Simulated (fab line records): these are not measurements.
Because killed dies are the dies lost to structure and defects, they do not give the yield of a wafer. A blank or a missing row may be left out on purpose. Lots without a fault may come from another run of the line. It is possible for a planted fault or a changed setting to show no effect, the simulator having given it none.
Which tool was responsible? + flow gf180mcu + 45 wafers from 15 lots sampled at 3 of the route's 602 steps

WHAT EACH GAUGE READ, for each wafer
GF_MVPSD_OVL_MEAS_07. Usual: MVPSD_OVL gives 0.1 nm (standard deviation 1.3).
| lot  | measured     | on         | MVPSD_OVL (nm) | flag |
|------|--------------|------------|----------------|------|
| L488 | day 5 00:25  | overlay-02 | -2.3 -2.4 -2.1 |      |
| L489 | day 5 07:16  | overlay-02 | 0.7 0.2 -1.0   |      |
| L490 | day 5 12:59  | overlay-02 | -0.6 -0.5 -0.6 |      |
| L493 | day 6 06:34  | overlay-02 | 1.3 1.6 1.1    |      |
| L494 | day 6 10:22  | overlay-02 | 0.2 0.3 0.4    |      |
| L495 | day 6 21:30  | overlay-01 | -2.6 -1.8 -2.4 |      |
| L496 | day 6 23:59  | overlay-02 | -1.3 0.2 -0.2  |      |
| L497 | day 7 04:30  | overlay-02 | 1.7 1.9 0.7    |      |
| L502 | day 8 11:44  | overlay-02 | 1.5 1.2 2.4    |      |
| L504 | day 9 01:02  | overlay-02 | 1.7 1.9 0.6    |      |
| L507 | day 9 19:02  | overlay-02 | 1.2 1.2 -0.2   |      |
| L508 | day 10 00:22 | overlay-01 | 0.5 2.3 1.1    |      |
| L509 | day 10 03:34 | overlay-01 | -0.9 -2.1 -3.0 |      |
| L510 | day 10 11:35 | overlay-02 | -0.1 0.0 1.9   |      |
| L511 | day 10 20:07 | overlay-02 | -0.6 0.5 0.1   |      |

GF_MVPSD_TW_MEAS_11. Usual: MVPSD_TW gives 558 (standard deviation 7.2).
| lot  | measured     | on            | MVPSD_TW    | flag |
|------|--------------|---------------|-------------|------|
| L488 | day 5 00:51  | film_metro-04 | 570 567 569 |      |
| L489 | day 5 07:43  | film_metro-04 | 566 565 564 |      |
| L490 | day 5 13:26  | film_metro-03 | 550 552 550 |      |
| L493 | day 6 07:01  | film_metro-02 | 550 549 551 |      |
| L494 | day 6 10:49  | film_metro-03 | 552 549 550 |      |
| L495 | day 6 21:57  | film_metro-04 | 569 569 567 |      |
| L496 | day 7 00:26  | film_metro-02 | 550 555 553 |      |
| L497 | day 7 04:57  | film_metro-02 | 554 555 555 |      |
| L502 | day 8 12:10  | film_metro-04 | 566 568 566 |      |
| L504 | day 9 01:29  | film_metro-04 | 566 563 564 |      |
| L507 | day 9 19:29  | film_metro-04 | 568 564 568 |      |
| L508 | day 10 00:48 | film_metro-03 | 553 553 555 |      |
| L509 | day 10 04:00 | film_metro-04 | 567 565 568 |      |
| L510 | day 10 12:01 | film_metro-03 | 556 554 555 |      |
| L511 | day 10 20:34 | film_metro-03 | 553 553 553 |      |

GF_VT_IMPLANT_OVL_MEAS_07. Usual: VT_IMPLANT_OVL gives -0.3 nm (standard deviation 1.3).
| lot  | measured     | on         | VT_IMPLANT_OVL (nm) | flag |
|------|--------------|------------|---------------------|------|
| L488 | day 5 14:43  | overlay-01 | 1.3 -0.6 -0.1       |      |
| L489 | day 5 21:22  | overlay-02 | -1.5 1.0 -0.9       |      |
| L490 | day 6 02:56  | overlay-02 | -0.2 -0.6 0.8       |      |
| L493 | day 6 21:52  | overlay-01 | 0.5 0.4 -0.3        |      |
| L494 | day 7 01:56  | overlay-02 | -1.1 -2.2 -1.0      |      |
| L495 | day 7 12:48  | overlay-02 | 0.1 -2.5 -1.5       |      |
| L496 | day 7 16:02  | overlay-01 | -0.9 -2.0 -1.1      |      |
| L497 | day 7 20:03  | overlay-02 | -1.9 -0.8 -0.4      |      |
| L502 | day 9 05:09  | overlay-02 | 1.6 1.2 0.5         |      |
| L504 | day 9 18:02  | overlay-02 | -2.4 -1.4 -1.7      |      |
| L507 | day 10 12:47 | overlay-01 | 1.1 1.3 -0.5        |      |
| L508 | day 10 18:40 | overlay-01 | -0.6 -1.1 -1.0      |      |
| L509 | day 10 22:16 | overlay-02 | -1.6 -0.3 -0.8      |      |
| L510 | day 11 06:45 | overlay-02 | 0.2 -2.9 -0.4       |      |
| L511 | day 11 14:43 | overlay-02 | 0.4 0.8 -0.8        |      |

EACH LOT AND THE TOOL THAT RAN IT (in order: tool; ch and the chambers of the sampled wafers; start)
Record: no process step prior to these readings.

AS READ BY THE TOOLS THEMSELVES (means over the sampled wafers that have a number; for cases with no such wafer, the mark the record gives instead)
The record holds no such reading with a usual standard deviation.

THE ANSWER, worked out from the rows above alone
Rule: a lot is off if the mean of its wafers that have a number lies more than 3 standard deviations from the usual mean. Also off: a lot with no number at a reading for which 4 or more lots have one. Where the step has rows for the other lots, those lots are counted as sound. Order of review: gauges by route order, followed by the tools' own readings, for which a lot's mean as printed above is used. At the first step where some lot is off, the reading lying furthest off is the one used; lots without a number count as furthest.
None of the lots is off at any reading shown; this tells nothing.

WHAT HAD BEEN PUT IN BY THE SIMULATOR
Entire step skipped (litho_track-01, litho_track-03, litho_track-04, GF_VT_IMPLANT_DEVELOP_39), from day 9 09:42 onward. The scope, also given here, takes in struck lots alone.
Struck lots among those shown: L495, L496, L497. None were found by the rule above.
